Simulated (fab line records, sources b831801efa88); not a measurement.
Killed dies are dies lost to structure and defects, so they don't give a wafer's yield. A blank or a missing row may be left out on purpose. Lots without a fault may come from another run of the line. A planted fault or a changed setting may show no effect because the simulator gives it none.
A struck lot beside a sound one | flow sky130 | 15 steps out of a route of 708
Sound: wafers L281.1, L281.2, L281.4. Struck: wafers L287.2, L287.5, L287.6. The cause comes at the end.
At each step with rows: each side's tool, then ch and its chambers, then its first start. Under that, the readings that differ: sound wafers | struck wafers | difference of the means | sigmas: that difference in standard deviations of wafers without a fault.
alike: readings whose means differ by less than 2 such deviations, and words and numbers that are the same on both sides. not compared: withheld readings, readings that some wafer has no value for, bounds like >300 that may hide the same value, and numbers for which the record gives no deviation and whose values overlap.
The two part at a step that has a row with sigmas, a row that says differs or no value, or rows on one side only. Numbers that don't overlap but have no deviation are shown without sigmas and don't part them. A reading that every wafer of one side lacks parts them only if that side has two wafers or more.

first, 3 steps without rows for these wafers: SKY_LDD_N_EXPOSE_04 (exposes mask NTM, target cd 840 nm); SKY_LDD_N_PEB_05; SKY_LDD_N_DEVELOP_06 (develop time 60 s).
SKY_LDD_N_OVL_MEAS_07:
  sound on overlay-01, day 22 12:04; struck on overlay-01, day 24 08:31
  alike: LDD_N_OVL
then, 8 steps without rows for these wafers: SKY_LDD_N_IMPLANT_08; SKY_LDD_N_IMPLANT_09; SKY_LDD_N_IMPLANT_10; SKY_LDD_N_IMPLANT_11; SKY_LDD_N_IMPLANT_12; SKY_LDD_N_IMPLANT_13; SKY_LDD_N_IMPLANT_14; SKY_LDD_N_IMPLANT_15.
SKY_LDD_N_STRIP_16: strips in O2/N2.
  sound on plasma_asher-04 ch 0,1, day 22 13:17; struck on plasma_asher-01 ch 0,1, day 24 09:44
  reading          | sound       | struck      | difference | sigmas
  overash_fraction | 0.5 0.5 0.5 | 0.7 0.7 0.7 | +0.2       |
  alike: drypump_motor_current_A, oes_product_au, strip_time_to_endpoint_s
  not compared: rf_hours_counter_h
SKY_LDD_N_TW_MEAS_17:
  sound on film_metro-02, day 22 13:23; struck on film_metro-02, day 24 09:51
  alike: LDD_N_TW
-- the record jumps here: 26 days lie between the struck wafers' starts before and after (it left off in module LDD_N and takes up again in module PAD_OPEN, whose first step shown is number 708 of the route) --
SKY_PAD_OPEN_PROBE_99:
  sound on prober-02, day 49 01:55; struck on prober-01, day 50 02:45
  alike: killed_at_M0_to_M3, killed_at_M4_up, killed_at_contacts, killed_at_front_end, killed_at_other, killed_dies, killed_on_rim, killed_open, killed_short

WHERE THEY PART
Nowhere in this record.

WHY: what the simulator had put in
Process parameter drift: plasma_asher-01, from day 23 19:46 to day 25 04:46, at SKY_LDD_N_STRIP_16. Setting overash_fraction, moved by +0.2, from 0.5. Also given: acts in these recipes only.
